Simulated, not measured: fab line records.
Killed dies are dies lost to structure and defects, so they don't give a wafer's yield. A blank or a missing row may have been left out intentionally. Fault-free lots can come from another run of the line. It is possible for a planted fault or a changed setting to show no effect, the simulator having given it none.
Matching of chambers || flow sky130 || SKY_VIA1_CMP_24 on cmp-02 has 4 sister chambers
The step polishes, stops on SiO2, t overpolish 15 s, target thk 0 nm. 4 wafers are shown with their chamber, then 7 later ones without.

== WAFERS PAIRED WITH THEIR CHAMBERS ==
{"wafer": "L090.4", "chamber": 1, "motorCurrentA (A)": 11.1}
{"wafer": "L090.5", "chamber": 3, "motorCurrentA (A)": 10.5}
{"wafer": "L094.3", "chamber": 0, "motorCurrentA (A)": 10.8}
{"wafer": "L094.4", "chamber": 2, "motorCurrentA (A)": 10.2}

== WAFERS WITHOUT THEIR CHAMBER ==
{"wafer": "L094.5", "motorCurrentA (A)": 10.0}
{"wafer": "L095.2", "motorCurrentA (A)": 10.5}
{"wafer": "L095.4", "motorCurrentA (A)": 11.0}
{"wafer": "L095.5", "motorCurrentA (A)": 11.2}
{"wafer": "L097.1", "motorCurrentA (A)": 11.3}
{"wafer": "L097.2", "motorCurrentA (A)": 10.3}
{"wafer": "L097.4", "motorCurrentA (A)": 10.9}

== WHICH CHAMBER EACH ONE RAN IN ==
{"wafer": "L094.5", "from the rows above": 2, "in truth": 2}
{"wafer": "L095.2", "from the rows above": 3, "in truth": 3}
{"wafer": "L095.4", "from the rows above": "can't be placed: 1 or 0", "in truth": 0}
{"wafer": "L095.5", "from the rows above": 1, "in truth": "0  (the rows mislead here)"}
{"wafer": "L097.1", "from the rows above": 1, "in truth": 1}
{"wafer": "L097.2", "from the rows above": "can't be placed: 2 or 3", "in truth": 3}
{"wafer": "L097.4", "from the rows above": "can't be placed: 0 or 1", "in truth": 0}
Correctly placed: 3 of 7. These rows do not allow placing 3 (true chamber among the candidates in 3). Wrongly placed: 1.
How it was worked out, from the rows above alone: a wafer's distance from a chamber is the root of the sum, over the readings, of the square of ((its reading less the chamber's mean) divided by the reading's scatter). If the next closest chamber is less than 2 further off than the closest, the wafer can't be placed; otherwise it belongs to the closest. For every chamber, the mean is computed from those of its wafers that are shown. The scatter (one wafer shown for each chamber): square how far every hidden wafer sits from the nearest shown wafer, average those squares and take the square root.
